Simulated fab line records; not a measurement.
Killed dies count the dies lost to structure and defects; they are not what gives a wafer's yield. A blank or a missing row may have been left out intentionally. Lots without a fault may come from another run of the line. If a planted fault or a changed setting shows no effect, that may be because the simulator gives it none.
Which tool is to blame? + flow gf180mcu + Sampling: 6 lots, 18 wafers, 2 of 602 route steps

WHAT EACH GAUGE READ, for each wafer
GF_DUAL_GATE_THK_MEAS_03.
| lot  | measured     | on            | DUAL_GATE_OXIDATION_00_THK (nm) |
|------|--------------|---------------|---------------------------------|
| L468 | day 8 00:17  | film metro-04 | 10.98 11.30 11.11               |
| L474 | day 9 13:26  | film metro-02 | 10.67 10.64 10.78               |
| L479 | day 11 03:43 | film metro-03 | 10.40 10.28 10.50               |
| L483 | day 12 04:18 | film metro-04 | 10.87 10.93 10.93               |
| L485 | day 12 16:28 | film metro-04 | 11.39 11.41 11.30               |
| L488 | day 13 10:52 | film metro-04 | 10.68 10.75 10.84               |

WHAT TOOL EACH LOT RAN ON (gives the tool, then ch and the chambers of the sampled wafers, and finally the start)
| lot  | GF_DUAL_GATE_OXIDATION_02     |
|------|-------------------------------|
| L468 | furnace-01 ch 0, day 7 22:49  |
| L474 | furnace-02 ch 0, day 9 11:59  |
| L479 | furnace-02 ch 0, day 11 02:16 |
| L483 | furnace-01 ch 0, day 12 02:51 |
| L485 | furnace-01 ch 0, day 12 15:01 |
| L488 | furnace-01 ch 0, day 13 09:25 |
- GF_DUAL_GATE_OXIDATION_02: stabilise 600 s, purge 300 s, target thk 10.887 nm.

THE ANSWER, worked out from the rows above alone
Rule: usual is defined by the lots themselves. Put in order of their means at a reading, lots are off if they are a third of the lots or fewer, leave a main group of 4 or more, and stand apart from it by a gap of 3 or more times the standard deviation of the main group's means; of several such gaps the widest counts. The tables above print the reading to a certain number of digits; a main group whose means all agree to those digits is not used. Also off: a lot with no number at a reading for which 4 or more lots have one. Any other lot the step has rows for is counted as sound.
Across all readings shown, no lot is off: no conclusion can be drawn from this.

WHAT WAS PUT IN BY THE SIMULATOR
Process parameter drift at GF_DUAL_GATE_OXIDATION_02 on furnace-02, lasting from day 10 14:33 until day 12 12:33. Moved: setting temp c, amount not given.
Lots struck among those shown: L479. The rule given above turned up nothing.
